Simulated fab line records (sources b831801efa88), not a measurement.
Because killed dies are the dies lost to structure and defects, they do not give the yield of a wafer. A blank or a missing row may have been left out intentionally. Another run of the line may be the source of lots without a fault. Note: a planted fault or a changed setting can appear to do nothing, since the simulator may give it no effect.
What tool caused it? ; flow sky130 ; 45 wafers from 15 lots sampled at 3 of the route's 708 steps

## WHAT THE GAUGES READ, wafer by wafer
SKY_LDD_P_CD_MEAS_07: the cd target is 380 nm.
lot;measured;on;cd_nm (nm)
L922;day 19 04:47;cd_sem-01;381.3 383.6 383.2
L923;day 19 11:04;cd_sem-01;376.9 377.9 378.2
L924;day 19 18:46;cd_sem-01;379.9 377.8 378.4
L925;day 19 22:31;cd_sem-01;377.5 377.8 377.5
L926;day 20 09:34;cd_sem-01;380.1 379.6 378.9
L927;day 20 18:00;cd_sem-01;263.5 261.3 265.4
L928;day 21 05:05;cd_sem-01;381.3 382.9 383.1
L929;day 22 02:54;cd_sem-01;292.1 293.4 292.8
L930;day 22 03:59;cd_sem-01;290.4 291.2 291.3
L931;day 22 04:30;cd_sem-01;291.6 292.6 293.5
L932;day 22 09:41;cd_sem-01;380.4 380.1 378.4
L937;day 24 08:20;cd_sem-01;381.6 384.7 385.0
L940;day 25 13:06;cd_sem-01;373.7 375.9 372.6
L942;day 26 03:31;cd_sem-01;380.7 378.2 379.5
L943;day 26 11:24;cd_sem-01;378.1 381.9 380.3

SKY_CONTACT_OVL_MEAS_15.
lot;measured;on;CONTACT_OVL (nm)
L922;day 31 20:08;overlay-01;-2 -3 0
L923;day 32 02:37;overlay-01;0 4 4
L924;day 32 06:55;overlay-02;0 0 -10
L925;day 32 13:40;overlay-01;-3 -5 2
L926;day 32 20:37;overlay-01;5 8 8
L927;day 33 04:43;overlay-02;-5 2 -4
L928;day 33 13:37;overlay-01;-5 2 -7
L929;day 34 09:55;overlay-01;5 10 6
L930;day 34 12:04;overlay-01;-1 -4 -3
L931;day 34 12:55;overlay-02;5 5 1
L932;day 34 16:10;overlay-01;-1 7 5
L937;day 36 09:07;overlay-01;-3 -4 -2
L940;day 37 09:25;overlay-02;-2 2 0
L942;day 37 21:13;overlay-01;-4 -5 -2
L943;day 38 06:16;overlay-02;-3 4 -4

## TOOL THAT RAN EACH LOT (tool first, then ch and the chambers of the sampled wafers, then the start)
lot;SKY_LDD_P_EXPOSE_04
L922;iline_stepper-02 ch 0, day 18 13:31
L923;iline_stepper-02 ch 0, day 18 19:34
L924;iline_stepper-02 ch 0, day 19 02:52
L925;iline_stepper-02 ch 0, day 19 06:58
L926;iline_stepper-02 ch 0, day 19 18:21
L927;iline_stepper-02 ch 0, day 20 02:28
L928;iline_stepper-01 ch 0, day 20 13:51
L929;iline_stepper-02 ch 0, day 21 11:21
L930;iline_stepper-02 ch 0, day 21 12:55
L931;iline_stepper-02 ch 0, day 21 13:31
L932;iline_stepper-01 ch 0, day 21 18:09
L937;iline_stepper-01 ch 0, day 23 17:34
L940;iline_stepper-01 ch 0, day 24 22:04
L942;iline_stepper-01 ch 0, day 25 12:55
L943;iline_stepper-01 ch 0, day 25 20:38
- SKY_LDD_P_EXPOSE_04: exposes mask PSDM, target cd 380 nm.

## WHAT THE TOOLS THEMSELVES READ (means of the sampled wafers that have a number; where no wafer has one, the mark that the record gives instead)
SKY_LDD_P_EXPOSE_04.
lot;tool;exposure_dose_mJ_cm2
L922;iline_stepper-02;137.99
L923;iline_stepper-02;137.88
L924;iline_stepper-02;138.04
L925;iline_stepper-02;138.14
L926;iline_stepper-02;137.97
L927;iline_stepper-02;92.21
L928;iline_stepper-01;137.83
L929;iline_stepper-02;101.54
L930;iline_stepper-02;101.72
L931;iline_stepper-02;101.51
L932;iline_stepper-01;138.04
L937;iline_stepper-01;138.11
L940;iline_stepper-01;137.90
L942;iline_stepper-01;137.91
L943;iline_stepper-01;137.98

## THE ANSWER, worked out from the rows above alone
Rule: usual is defined by the lots themselves. The widest of any qualifying gaps counts: lots, ordered by their means at a reading, are off when they make up no more than a third of the lots, leave a main group of 4 or more, and stand apart from it by 3 or more times the standard deviation of that group's means. Not used: any main group whose means are identical at the precision the tables above print for the reading. Also off: a lot with no number at a reading for which 4 or more lots have one. The other lots that the step has rows for count as sound. The gauges are gone through in route order, then the tools' own readings, and for those a lot's mean is taken as printed above. At the first step where some lot is off, the reading lying furthest off is the one used; lots without a number count as furthest.
Off, at SKY_LDD_P_CD_MEAS_07 on cd_nm: L927, L929, L930, L931. The main group: mean 379.6 nm, standard deviation 2.6.
If a tool, at a process step before that reading, ran all the lots that are off and no sound lot after the first of them, it fits. The gauges at SKY_LDD_P_CD_MEAS_07 aren't tried: what is off there is off at SKY_LDD_P_EXPOSE_04 too, on other tools, and a gauge's error can't cause that. One fits: SKY_LDD_P_EXPOSE_04 on iline_stepper-02. Its last sound lot is L926 (day 19 18:21), its first lot that is off L927 (day 20 02:28): a fault that began between those two fits.
The tool's own readings at SKY_LDD_P_EXPOSE_04 bear it out: on the lots that are off they differ by more than 5 times the standard deviation of the sound lots' means. exposure_dose_mJ_cm2 reads 99.25 there against 137.98 on the sound lots.

## WHAT THE SIMULATOR HAD PUT IN
Process parameters drifting: iline_stepper-02 at SKY_LDD_P_EXPOSE_04, beginning at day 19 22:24. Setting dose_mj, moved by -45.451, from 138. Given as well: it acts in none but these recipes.
Lots struck among those shown: L927, L929, L930, L931. The rule above reached the same finding.
